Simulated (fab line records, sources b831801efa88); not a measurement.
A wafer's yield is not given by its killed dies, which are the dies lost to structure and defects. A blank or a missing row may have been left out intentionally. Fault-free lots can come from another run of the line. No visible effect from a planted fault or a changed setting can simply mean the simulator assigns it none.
Split-lot study + flow sfq-line + 5 lots, 23 wafers read, on a route of 325 steps

## ABOUT THE SPLIT
At SFQ_TRILAYER_L0_LITHO_COAT_010 (resist thk 62 nm), the setting spin-rpm was moved away from the recipe's 3000 rpm on 11 of the 23 wafers read, by -3.9% to +7.4%. For the rest of the wafers, this setting stayed at what the recipe calls for.

Reading taken at the split's own step.

## THE READING
BARC_of_TRILAYER_L0_LITHO_COAT_010.thk-nm (the simulator's own value, which no gauge read), in nm, at SFQ_TRILAYER_L0_LITHO_COAT_010 (resist thk 62 nm). The file gives no usual value for it. Average 62.01 nm, standard deviation 0.19 nm, over the 12 wafers here run with the recipe.

| wafer  | tool, chamber at the split | spin-rpm as run, rpm | against the recipe | BARC_of_TRILAYER_L0_LITHO_COAT_010.thk-nm, nm | against lot-mates on the recipe |
|--------|----------------------------|----------------------|--------------------|-----------------------------------------------|---------------------------------|
| L074.1 | litho-track-04, 0          | 3088                 | +2.9%              | 61.53                                         | -0.75                           |
| L074.2 | litho-track-04, 0          | 3088                 | +2.9%              | 61.65                                         | -0.63                           |
| L074.4 | litho-track-04, 0          | 3000                 | recipe             | 62.4                                          | -                               |
| L074.5 | litho-track-04, 0          | 3088                 | +2.9%              | 61.42                                         | -0.86                           |
| L074.6 | litho-track-04, 0          | 3000                 | recipe             | 62.17                                         | -                               |
| L075.1 | litho-track-03, 0          | 3000                 | recipe             | 62.05                                         | -                               |
| L075.3 | litho-track-03, 0          | 3000                 | recipe             | 62.01                                         | -                               |
| L075.5 | litho-track-03, 0          | 3000                 | recipe             | 62.09                                         | -                               |
| L077.2 | litho-track-03, 0          | 3000                 | recipe             | 61.78                                         | -                               |
| L077.6 | litho-track-03, 0          | 3000                 | recipe             | 61.78                                         | -                               |
| L077.3 | litho-track-03, 0          | 3221                 | +7.4%              | 59.66                                         | -2.20                           |
| L077.4 | litho-track-03, 0          | 3221                 | +7.4%              | 59.63                                         | -2.23                           |
| L077.5 | litho-track-03, 0          | 3000                 | recipe             | 62.01                                         | -                               |
| L078.2 | litho-track-02, 0          | 3000                 | recipe             | 61.98                                         | -                               |
| L078.3 | litho-track-02, 0          | 2883                 | -3.9%              | 63.05                                         | +1.21                           |
| L078.4 | litho-track-02, 0          | 3000                 | recipe             | 61.7                                          | -                               |
| L078.5 | litho-track-02, 0          | 2883                 | -3.9%              | 63.03                                         | +1.19                           |
| L078.6 | litho-track-02, 0          | 2883                 | -3.9%              | 62.95                                         | +1.11                           |
| L082.1 | litho-track-03, 0          | 3088                 | +2.9%              | 61.11                                         | -0.95                           |
| L082.2 | litho-track-03, 0          | 3088                 | +2.9%              | 61.11                                         | -0.95                           |
| L082.3 | litho-track-03, 0          | 3000                 | recipe             | 62.19                                         | -                               |
| L082.4 | litho-track-03, 0          | 3000                 | recipe             | 61.94                                         | -                               |
| L082.6 | litho-track-03, 0          | 3088                 | +2.9%              | 61.4                                          | -0.66                           |

FIT RESULTS
A straight line over all 23 wafers: BARC_of_TRILAYER_L0_LITHO_COAT_010.thk-nm changes by -0.282 nm for each +1% of spin-rpm; r = -0.97; the points scatter about the line by 0.23 nm.
The same after taking each lot's own level away (the mean of its wafers on the recipe; 23 wafers): -0.295 nm for each +1%; r = -0.99; scatter 0.11 nm.
According to that fit, moving spin-rpm by its largest amount changes the reading by 2.2 nm.
Across the lots, their own levels run from 61.840 to 62.285 nm, a range of 2.4 times the standard deviation given above.
So the lot-to-lot level changes the slope little: the two slopes agree.
Check: with one of the wafers moved furthest among these (+7.4%) left out of the fit, the line predicts -2.15 nm for it against its lot-mates. It came out at -2.2 nm against them.

## ADDITIONAL SPLITS CARRIED BY THESE WAFERS
Note: prior to the reading, these wafers also went through further splits. Each is held against what the fit with the lots' levels taken away leaves over:
| other split on the same wafers                | wafers away from the commonest value | r with BARC_of_TRILAYER_L0_LITHO_COAT_010.thk-nm (lot level and that fit taken away) |
|-----------------------------------------------|--------------------------------------|--------------------------------------------------------------------------------------|
| SFQ_TRILAYER_INCOMING_OXIDATION_002 ox-time-s | 15                                   | -0.09                                                                                |

## THE FILE'S OWN FIT
BARC_of_TRILAYER_L0_LITHO_COAT_010.thk-nm changes by -0.295 nm for each +1% of spin-rpm, r = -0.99.
